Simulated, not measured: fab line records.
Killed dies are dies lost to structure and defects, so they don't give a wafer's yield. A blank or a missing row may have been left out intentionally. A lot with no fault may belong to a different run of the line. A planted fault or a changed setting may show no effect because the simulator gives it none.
fab line records	flow sky130
record: lots: 12	wafers: 36	last-day: 50
route steps=708 shown LDD_HVN@274 SD_P@324 SD_N@356 PAD_OPEN@708
lots that met no fault: from a run of the same line without faults
start-h: start of the lot's first displayed wafer, in hours after the record's first day	wait-h: hours since the lot's step before	" same as the row above	L1.1+2: a row that stands for several wafers	- no value present, or no start provided	* or withheld: withheld	< > ~ a bound
route shown NAME@n: a module of which the file shows steps, and the number in the route of the first	usual: mean/standard deviation taken from wafers without a fault	same: alike in all rows	chamber/n: place in a boat	sites: readings site by site	_std_site: standard deviation across them	_edge_site: mean of outer sites minus mean of inner sites	radius-mm: for every site, how far away it sits from the centre of the wafer	mask NAME#n: copy n	behind: the tool/chamber that last shaped the wafer	hold: what put the lot on hold/how long, in hours/how the hold closed	device: transistor that didn't switch, given as n, p or np	end of line: the route-end tests of the same wafers	where a step has no rows: the recipe by itself	killed: not the wafer's yield, but the dies lost to structure and defects at the first sort	map: a wafer's dies, marking killed ones x, the rest . and places with no die _
set.NAME: the setting as run; set.NAME@STEP: as run at that earlier step	model.NAME: the simulator's own value behind a step, which no gauge read
a sample of lots followed through the steps of the route, with each step as a table and each wafer as a row
services: a tool's chamber out of use, with start hour (start-h, from the record's first day; less than 0 if before it), hours out, and reason
== steps ==
step: SKY_LDD_HVN_OVL_MEAS_07
usual: LDD_HVN_OVL: 0.3/1.5
lot.wafer	tool	chamber	start-h	wait-h	LDD_HVN_OVL[nm]
L588.1	overlay-02	-	458.96	0.1	-0.2
L588.4	"	-	"	"	1.0
L588.5	"	-	"	"	0.3
L591.1	overlay-01	-	492.71	0.1	3.7
L591.2	"	-	"	"	3.0
L591.3	"	-	"	"	1.5
L592.2	overlay-01	-	503.22	0.1	0.1
L592.5	"	-	"	"	0.4
L592.6	"	-	"	"	0.2
L593.1	overlay-02	-	508.56	0.1	-0.6
L593.3	"	-	"	"	-0.2
L593.6	"	-	"	"	0.2
L599.3	overlay-01	-	563.77	0.1	-0.6
L599.4	"	-	"	"	-1.2
L599.6	"	-	"	"	-0.7
L602.2	overlay-01	-	587.02	0.1	-1.0
L602.3	"	-	"	"	-0.2
L602.5	"	-	"	"	0.6
L603.1	overlay-01	-	593.11	0.1	-1.2
L603.2	"	-	"	"	-2.0
L603.3	"	-	"	"	0.0
L604.1	overlay-02	-	604.96	0.1	0.4
L604.4	"	-	"	"	-0.1
L604.5	"	-	"	"	0.4
L605.1	overlay-01	-	610.26	0.1	-0.3
L605.2	"	-	"	"	1.9
L605.4	"	-	"	"	0.5
L607.2	overlay-01	-	625.77	0.1	0.9
L607.3	"	-	"	"	0.7
L607.6	"	-	"	"	-0.5
L608.1	overlay-02	-	636.71	0.1	2.1
L608.2	"	-	"	"	3.8
L608.3	"	-	"	"	3.3
L611.1	overlay-01	-	653.91	0.1	-2.0
L611.3	"	-	"	"	0.1
L611.4	"	-	"	"	-0.3
step: SKY_SD_P_EXPOSE_04
recipe: mask-id: PSDM	na: 0.6	source-shape: conventional	sigma-outer: 0.6	polarization: unpolarized	target-cd-nm: 380	dose-mj: 138
lot.wafer	tool	chamber	start-h	wait-h	mask
L588.1+4+5	iline-stepper-02	0	568.74	-	PSDM#0
L591.1+2+3	iline-stepper-02	0	600.74	-	PSDM#0
L592.2+5+6	iline-stepper-02	0	609.38	-	PSDM#0
L593.1+3+6	iline-stepper-02	0	615.14	-	NSDM#0
L599.3+4+6	iline-stepper-02	0	667.48	-	PSDM#0
L602.2+3+5	iline-stepper-02	0	689.14	-	PSDM#0
L603.1+2+3	iline-stepper-01	0	693.66	-	PSDM#0
L604.1+4+5	iline-stepper-02	0	706.39	-	PSDM#0
L605.1+2+4	iline-stepper-01	0	711.09	-	PSDM#0
L607.2+3+6	iline-stepper-02	0	726.62	-	PSDM#0
L608.1+2+3	iline-stepper-02	0	736.59	-	PSDM#0
L611.1+3+4	iline-stepper-01	0	752.84	-	PSDM#0
step: SKY_SD_P_CD_MEAS_07
recipe: target-cd-nm: 380
usual: cd-nm: 380.7/2.5
lot.wafer	tool	chamber	start-h	wait-h	cd-nm
L588.1	cd-sem-01	-	583.91	0.1	380.5
L588.4	"	-	"	"	382.1
L588.5	"	-	"	"	380.8
L591.1	cd-sem-01	-	615.31	0.1	384.0
L591.2	"	-	"	"	381.1
L591.3	"	-	"	"	380.0
L592.2	cd-sem-01	-	623.81	0.1	375.0
L592.5	"	-	"	"	375.3
L592.6	"	-	"	"	377.9
L593.1	cd-sem-02	-	629.11	0.1	-
L593.3	"	-	"	"	-
L593.6	"	-	"	"	-
L599.3	cd-sem-02	-	681.00	0.1	379.8
L599.4	"	-	"	"	381.0
L599.6	"	-	"	"	378.4
L602.2	cd-sem-02	-	702.96	0.1	379.0
L602.3	"	-	"	"	382.0
L602.5	"	-	"	"	378.4
L603.1	cd-sem-01	-	707.61	0.1	383.4
L603.2	"	-	"	"	384.3
L603.3	"	-	"	"	382.8
L604.1	cd-sem-01	-	719.82	0.2	375.9
L604.4	"	-	"	"	377.0
L604.5	"	-	"	"	373.6
L605.1	cd-sem-02	-	723.94	0.1	381.8
L605.2	"	-	"	"	383.0
L605.4	"	-	"	"	382.6
L607.2	cd-sem-01	-	740.48	0.1	384.5
L607.3	"	-	"	"	381.0
L607.6	"	-	"	"	382.2
L608.1	cd-sem-01	-	749.51	0.1	383.7
L608.2	"	-	"	"	381.3
L608.3	"	-	"	"	381.6
L611.1	cd-sem-02	-	765.66	0.1	380.6
L611.3	"	-	"	"	380.4
L611.4	"	-	"	"	380.0
step: SKY_SD_P_TW_MEAS_11
usual: SD_P_TW: 2834/33
lot.wafer	tool	chamber	start-h	wait-h	hold	SD_P_TW
L588.1	film-metro-02	-	584.32	0.1	-	2865
L588.4	"	-	"	"	-	2867
L588.5	"	-	"	"	-	2859
L591.1	film-metro-01	-	615.72	0.1	-	2811
L591.2	"	-	"	"	-	2804
L591.3	"	-	"	"	-	2811
L592.2	film-metro-01	-	624.21	0.1	-	2801
L592.5	"	-	"	"	-	2807
L592.6	"	-	"	"	-	2805
L593.1	film-metro-02	-	629.52	0.1	await-dispo/0.2h/release	31
L593.3	"	-	"	"	await-dispo/0.2h/release	31
L593.6	"	-	"	"	await-dispo/0.2h/release	31
L593.1	film-metro-02	-	629.74	0.2	-	31
L593.3	"	-	"	"	-	31
L593.6	"	-	"	"	-	31
L599.3	film-metro-02	-	681.39	0.1	-	2891
L599.4	"	-	"	"	-	2888
L599.6	"	-	"	"	-	2887
L602.2	film-metro-01	-	703.42	0.1	-	2823
L602.3	"	-	"	"	-	2814
L602.5	"	-	"	"	-	2804
L603.1	film-metro-01	-	708.02	0.1	-	2813
L603.2	"	-	"	"	-	2823
L603.3	"	-	"	"	-	2802
L604.1	film-metro-02	-	720.23	0.1	-	2865
L604.4	"	-	"	"	-	2879
L604.5	"	-	"	"	-	2855
L605.1	film-metro-04	-	724.35	0.1	-	2852
L605.2	"	-	"	"	-	2839
L605.4	"	-	"	"	-	2825
L607.2	film-metro-01	-	740.88	0.1	-	2794
L607.3	"	-	"	"	-	2795
L607.6	"	-	"	"	-	2790
L608.1	film-metro-02	-	749.92	0.1	-	2878
L608.2	"	-	"	"	-	2857
L608.3	"	-	"	"	-	2860
L611.1	film-metro-01	-	766.07	0.1	-	2805
L611.3	"	-	"	"	-	2808
L611.4	"	-	"	"	-	2815
step: SKY_SD_N_RTA_14
recipe: temp-c: 1075	time-s: 2	idle-temp-c: 650	ramp-up-c-per-s: 150	ramp-down-c-per-s: 90	ambient: N2
usual: lamp-power-pct: 15.73/0.052	ramp-down-c-per-s: 90.002/0.017	wafer_temp_C_max: 1077.9/1.1
lot.wafer	tool	chamber	start-h	wait-h	lamp-power-pct	ramp-down-c-per-s	wafer_temp_C_max
L588.1	rtp-anneal-02	0	642.22	0.0	15.60	90.015	1078.1
L588.4	"	0	"	"	15.71	89.992	1079.3
L588.5	"	0	"	"	15.76	90.021	1079.3
L591.1	rtp-anneal-01	0	671.88	0.0	15.69	90.018	1078.1
L591.2	"	0	"	"	15.69	89.987	1076.5
L591.3	"	0	"	"	15.70	90.016	1077.9
L592.2	rtp-anneal-02	0	680.44	0.0	15.68	90.021	1076.7
L592.5	"	0	"	"	15.78	90.001	1079.0
L592.6	"	0	"	"	15.78	90.032	1076.6
L599.3	rtp-anneal-01	0	737.24	0.0	15.72	90.010	1078.4
L599.4	"	0	"	"	15.62	90.004	1077.8
L599.6	"	0	"	"	15.71	90.005	1078.7
L602.2	rtp-anneal-02	0	757.37	0.0	15.69	89.993	1078.8
L602.3	"	0	"	"	15.75	90.004	1077.0
L602.5	"	0	"	"	15.77	89.988	1077.1
L603.1	rtp-anneal-01	0	762.88	0.0	15.74	90.006	1078.8
L603.2	"	0	"	"	15.85	89.999	1077.5
L603.3	"	0	"	"	15.74	90.028	1077.5
L604.1	rtp-anneal-02	0	774.73	0.0	15.66	89.974	1077.3
L604.4	"	0	"	"	15.79	90.007	1077.4
L604.5	"	0	"	"	15.71	90.026	1076.9
L605.1	rtp-anneal-01	0	778.43	0.0	15.72	90.013	1078.6
L605.2	"	0	"	"	15.75	89.994	1077.8
L605.4	"	0	"	"	15.71	89.999	1077.2
L607.2	rtp-anneal-01	0	794.31	0.0	15.76	89.985	1077.3
L607.3	"	0	"	"	15.79	90.035	1077.8
L607.6	"	0	"	"	15.64	90.023	1076.0
L608.1	rtp-anneal-02	0	802.57	0.0	15.77	90.028	1078.2
L608.2	"	0	"	"	15.67	89.988	1080.0
L608.3	"	0	"	"	15.74	90.035	1078.1
L611.1	rtp-anneal-01	0	818.73	0.0	15.91	89.989	1076.6
L611.3	"	0	"	"	15.60	89.999	1078.4
L611.4	"	0	"	"	15.68	89.983	1081.8
step: SKY_SD_N_RS_MEAS_17
recipe: thk-meas-gauge: four-point-probe
usual: SD_P_RS: 147.5/0.4
lot.wafer	tool	chamber	start-h	wait-h	SD_P_RS[ohm/sq]
L588.1	film-metro-02	-	642.51	0.1	148.2
L588.4	"	-	"	"	147.9
L588.5	"	-	"	"	148.1
L591.1	film-metro-01	-	672.17	0.1	147.3
L591.2	"	-	"	"	147.3
L591.3	"	-	"	"	147.4
L592.2	film-metro-04	-	680.74	0.1	147.5
L592.5	"	-	"	"	147.4
L592.6	"	-	"	"	147.7
L599.3	film-metro-04	-	737.56	0.1	147.4
L599.4	"	-	"	"	147.8
L599.6	"	-	"	"	147.2
L602.2	film-metro-01	-	757.68	0.1	147.8
L602.3	"	-	"	"	147.5
L602.5	"	-	"	"	148.3
L603.1	film-metro-04	-	763.17	0.1	147.6
L603.2	"	-	"	"	146.8
L603.3	"	-	"	"	147.3
L604.1	film-metro-01	-	775.02	0.1	147.2
L604.4	"	-	"	"	147.5
L604.5	"	-	"	"	147.0
L605.1	film-metro-01	-	778.72	0.1	147.1
L605.2	"	-	"	"	147.4
L605.4	"	-	"	"	147.0
L607.2	film-metro-02	-	794.61	0.1	147.3
L607.3	"	-	"	"	147.3
L607.6	"	-	"	"	147.5
L608.1	film-metro-02	-	802.86	0.1	148.0
L608.2	"	-	"	"	147.6
L608.3	"	-	"	"	147.8
L611.1	film-metro-04	-	819.02	0.1	147.2
L611.3	"	-	"	"	146.9
L611.4	"	-	"	"	147.0
step: SKY_PAD_OPEN_PROBE_99
usual: defect-limited-yield: 82.6/1.9	killed_at_M0_to_M3: 43/6.9	killed_at_M4_up: 3.2/2	killed-at-contacts: 25/5.1	killed-at-front-end: 15/4.5	killed-at-other: 0.2/0.51	killed-dies: 85/9.5	killed-open: 48/6.9	killed-short: 38/6.7	sort_bin_3_pad_short: 0.8/0.4	sort_bin_5_function: 10.2/1.6	sort_bin_6_memory: 6.4/1.1	sort-n-pass: 407/9.5	sort-yield-pct: 82.6/1.9
same: gross-dies: 492	killed-at-back-side: 0	sort_bin_4_leakage[%]: 0	sort_bin_8_speed[%]: 0
lot.wafer	tool	chamber	start-h	wait-h	defect-limited-yield[%]	killed_at_M0_to_M3	killed_at_M4_up	killed-at-contacts	killed-at-front-end	killed-at-other	killed-dies	killed-open	killed-short	sort_bin_3_pad_short[%]	sort_bin_5_function[%]	sort_bin_6_memory[%]	sort-n-pass	sort-yield-pct[%]
L592.2	prober-02	-	1100.33	0.1	81.3	41	4	36	11	0	92	49	43	1.0	12.0	5.7	400	81.3
L592.5	prober-02	-	1100.48	0.2	83.3	44	4	24	10	0	82	50	32	0.6	9.8	6.3	410	83.3
L592.6	prober-02	-	1100.53	0.2	83.1	43	2	25	13	0	83	49	34	0.2	9.8	6.9	409	83.1
L599.3	prober-01	-	1139.44	0.2	83.5	44	7	20	10	0	81	43	38	0.2	11.2	5.1	411	83.5
L599.4	prober-01	-	1139.49	0.2	80.5	43	6	26	21	0	96	58	38	0.8	10.2	8.5	396	80.5
L599.6	prober-01	-	1139.59	0.2	78.9	60	2	27	15	0	104	56	48	1.0	12.2	7.9	388	78.9
L602.2	prober-02	-	1152.52	0.1	86.4	39	1	16	10	1	67	31	36	1.0	7.1	5.5	425	86.4
L602.3	prober-02	-	1152.57	0.2	82.1	43	2	29	14	0	88	56	32	1.0	11.8	5.1	404	82.1
L602.5	prober-02	-	1152.67	0.2	85.0	47	6	14	7	0	74	41	33	0.4	8.5	6.1	418	85.0
L603.1	prober-01	-	1159.22	0.1	82.3	50	1	24	11	1	87	38	49	0.6	9.3	7.7	405	82.3
L603.2	prober-01	-	1159.27	0.1	83.1	50	2	22	9	0	83	48	35	1.6	9.1	6.1	409	83.1
L603.3	prober-01	-	1159.32	0.2	82.1	53	1	24	10	0	88	47	41	0.8	11.2	5.9	404	82.1
killed by level:class
L592.2 CONTACT:geometric-particle:open=11 CONTACT:geometric-particle:short=9 VIA3:geometric-particle:open=8 VIA2:geometric-particle:open=7 LI_CONTACT:geometric-particle:open=6 METAL1:geometric-particle:short=6 FIELD_ISO:geometric-particle:open=4 LI_CONTACT:geometric-particle:short=4
L592.5 VIA1:geometric-particle:open=13 VIA3:geometric-particle:open=9 CONTACT:geometric-particle:open=8 LI_CONTACT:geometric-particle:open=6 LOCAL_INTERCONNECT:geometric-particle:short=5 METAL2:geometric-particle:short=4 VIA1:geometric-particle:short=4 VIA2:geometric-particle:open=4
L592.6 VIA1:geometric-particle:open=8 VIA3:geometric-particle:open=8 CONTACT:geometric-particle:open=7 LI_CONTACT:geometric-particle:open=6 CONTACT:geometric-particle:short=6 METAL2:geometric-particle:open=5 FIELD_ISO:geometric-particle:short=4 METAL1:geometric-particle:short=4
L599.3 VIA1:geometric-particle:open=10 CONTACT:geometric-particle:open=7 VIA3:geometric-particle:open=7 METAL2:geometric-particle:short=6 METAL4:geometric-particle:short=5 LOCAL_INTERCONNECT:geometric-particle:short=5 CONTACT:geometric-particle:short=5 VIA1:geometric-particle:short=4
L599.4 VIA1:geometric-particle:open=13 CONTACT:geometric-particle:open=10 VIA3:geometric-particle:open=9 FIELD_ISO:geometric-particle:short=8 LI_CONTACT:geometric-particle:open=8 FIELD_ISO:geometric-particle:open=5 METAL4:geometric-particle:short=5 METAL2:geometric-particle:short=5
L599.6 VIA1:geometric-particle:open=19 VIA2:geometric-particle:open=11 LI_CONTACT:geometric-particle:open=7 CONTACT:geometric-particle:open=7 CONTACT:geometric-particle:short=7 FIELD_ISO:geometric-particle:short=6 METAL3:geometric-particle:short=6 LOCAL_INTERCONNECT:geometric-particle:short=5
L602.2 METAL2:geometric-particle:short=9 CONTACT:geometric-particle:open=6 LOCAL_INTERCONNECT:geometric-particle:short=5 VIA1:geometric-particle:short=5 POLY_GATE:geometric-particle:open=4 VIA2:geometric-particle:open=4 LI_CONTACT:geometric-particle:open=4 METAL1:geometric-particle:short=4
L602.3 VIA1:geometric-particle:open=15 CONTACT:geometric-particle:open=12 VIA3:geometric-particle:open=8 LI_CONTACT:geometric-particle:open=8 METAL2:geometric-particle:short=6 FIELD_ISO:geometric-particle:open=4 FIELD_ISO:geometric-particle:short=3 LI_CONTACT:geometric-particle:short=3
L602.5 VIA1:geometric-particle:open=11 VIA1:geometric-particle:short=7 VIA3:geometric-particle:open=6 CONTACT:geometric-particle:open=5 METAL2:geometric-particle:short=5 VIA2:geometric-particle:open=5 FIELD_ISO:geometric-particle:open=4 LI_CONTACT:geometric-particle:open=4
L603.1 VIA3:geometric-particle:open=8 VIA1:geometric-particle:short=7 CONTACT:geometric-particle:short=7 VIA2:geometric-particle:open=7 LI_CONTACT:geometric-particle:open=6 METAL2:geometric-particle:short=6 VIA2:geometric-particle:short=5 METAL1:geometric-particle:short=5
L603.2 LI_CONTACT:geometric-particle:open=9 VIA1:geometric-particle:open=9 VIA1:geometric-particle:short=8 VIA3:geometric-particle:open=7 CONTACT:geometric-particle:open=6 METAL1:geometric-particle:short=6 METAL2:geometric-particle:short=5 VIA2:geometric-particle:short=5
L603.3 VIA1:geometric-particle:open=12 CONTACT:geometric-particle:open=11 METAL2:geometric-particle:short=9 METAL1:geometric-particle:short=8 VIA3:geometric-particle:open=7 LI_CONTACT:geometric-particle:open=5 VIA1:geometric-particle:short=5 POLY_GATE:geometric-particle:short=4
== services ==
tool	chamber	start-h	hours	kind
rtp-anneal-01	-	617.88	1.5	pm
iline-stepper-02	-	625.45	1.7	pm
rtp-anneal-02	-	632.40	3.0	pm
iline-stepper-01	-	632.63	1.7	pm
rtp-anneal-01	-	656.10	4.5	pm
iline-stepper-01	-	674.32	2.1	pm
iline-stepper-01	-	676.40	-	consumable-replace:lamp
iline-stepper-01	-	722.83	8.9	repair
iline-stepper-01	-	730.85	0.9	repair
iline-stepper-02	-	817.40	2.1	pm
== key ==
first-sign: step: SKY_SD_P_EXPOSE_04	reading: mask	direction: changed
effect: step: SKY_SD_P_CD_MEAS_07	reading: cd-nm	direction: missing
effect: step: SKY_SD_P_TW_MEAS_11	reading: visit	direction: added
effect: step: SKY_SD_P_TW_MEAS_11	reading: SD_P_TW	direction: down	sigmas: 84	usual: 2834	struck: 31
met-at SKY_SD_P_EXPOSE_04
struck-lots L593
scrapped-behind SKY_SD_P_TW_MEAS_11 L593.1,L593.3,L593.6
not-acting-at SKY_LDD_HVN_OVL_MEAS_07,SKY_SD_N_RTA_14,SKY_SD_N_RS_MEAS_17
onset-between 609.38 615.14
fault: kind: wrong-mask	tool: any	chamber: -	onset-h: 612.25	steps: SKY_SD_P_EXPOSE_04	aux-copy: NSDM#0	scope: struck-lots-only
